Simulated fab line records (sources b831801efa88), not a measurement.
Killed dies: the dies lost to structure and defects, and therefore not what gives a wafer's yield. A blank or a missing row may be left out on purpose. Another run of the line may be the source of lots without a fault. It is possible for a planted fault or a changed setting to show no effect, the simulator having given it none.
2 desks looking at one fault / flow sky130 / each desk holds nothing but its own numbers, with what lay behind them at the end

## AT THE TOOL OWNER'S DESK: implanter-03
SKY_LDD_HVP_IMPLANT_08, tool's own readings: per-lot mean of the sampled wafers with a number, covering each lot this tool ran. Any lot whose mean is over 4 standard deviations away from the usual mean is out of limits and marked OUT; that distance is given in the brackets.
Columns: A = beam_energy_keV at SKY_LDD_HVP_IMPLANT_08, usual 20.000; B = tilt_deg at SKY_LDD_HVP_IMPLANT_08, usual 17.896 degrees
lot=L442; first seen here=day 21 03:10; A=19.998; B=17.907
lot=L443; first seen here=day 21 23:38; A=19.998; B=17.879
lot=L446; first seen here=day 23 07:54; A=19.996; B=0.009 (-99 or more) OUT
lot=L447; first seen here=day 23 16:50; A=20.005; B=-0.014 (-99 or more) OUT
lot=L459; first seen here=day 28 00:56; A=20.004; B=17.906
lot=L460; first seen here=day 28 08:17; A=20.005; B=17.900
lot=L463; first seen here=day 29 01:28; A=19.996; B=17.901
This desk's finding: out of limits on L446, L447; first on L446, day 23 07:54 (tilt_deg at SKY_LDD_HVP_IMPLANT_08). L442, L443, L459, L460, L463: within limits.

## FROM THE METROLOGY DESK
Means of the sampled wafers that have a number, per lot and without regard to the tool the lot ran on: this is what the gauges read. Any lot whose mean is over 4 standard deviations away from the usual mean is out of limits and marked OUT; that distance is given in the brackets.
Columns: A = POLY_GATE_OVL at SKY_POLY_GATE_OVL_MEAS_14, usual 0 nm; B = LDD_HVN_OVL at SKY_LDD_HVN_OVL_MEAS_07, usual 0.3 nm; C = LDD_HVP_TW at SKY_LDD_HVP_TW_MEAS_10, usual 460
lot=L442; first seen here=day 15 22:51; A=-4; B=1.0; C=461
lot=L443; first seen here=day 16 16:18; A=-5; B=-0.9; C=461
lot=L444; first seen here=day 16 22:02; A=7; B=0.6; C=462
lot=L446; first seen here=day 17 21:49; A=-3; B=0.7; C=416 (-8.6) OUT
lot=L447; first seen here=day 18 08:12; A=2; B=-0.3; C=417 (-8.4) OUT
lot=L449; first seen here=day 18 23:07; A=2; B=4.3; C=454
lot=L455; first seen here=day 21 07:12; A=2; B=-0.3; C=454
lot=L458; first seen here=day 22 18:53; A=7; B=0.6; C=458
lot=L459; first seen here=day 22 22:26; A=-1; B=0.8; C=460
lot=L460; first seen here=day 23 07:38; A=4; B=2.1; C=454
lot=L463; first seen here=day 24 01:27; A=-2; B=0.9; C=466
lot=L465; first seen here=day 25 09:17; A=-0; B=1.8; C=465
Finding of this desk: L446, L447 out of limits, first seen on L446 at day 23 08:07 (LDD_HVP_TW at SKY_LDD_HVP_TW_MEAS_10). L442, L443, L444, L449, L455, L458, L459, L460, L463, L465: within limits.

## TAKEN TOGETHER
An alarm could have come from the tool owner's desk at day 23 07:54, on L446, L447.
The metrology desk could have raised an alarm at day 23 08:07, on L446, L447.
The lots listed all ran SKY_LDD_HVP_IMPLANT_08 on implanter-03.

## WHAT HAD BEEN PUT IN BY THE SIMULATOR
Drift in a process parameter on implanter-03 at SKY_LDD_HVP_IMPLANT_08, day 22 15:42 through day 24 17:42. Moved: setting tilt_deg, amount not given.
Lots struck among those shown: L446, L447.
Counting hours from when the fault started, the first reading out of limits came at 16 for the tool owner's desk and at 16 for the metrology desk.
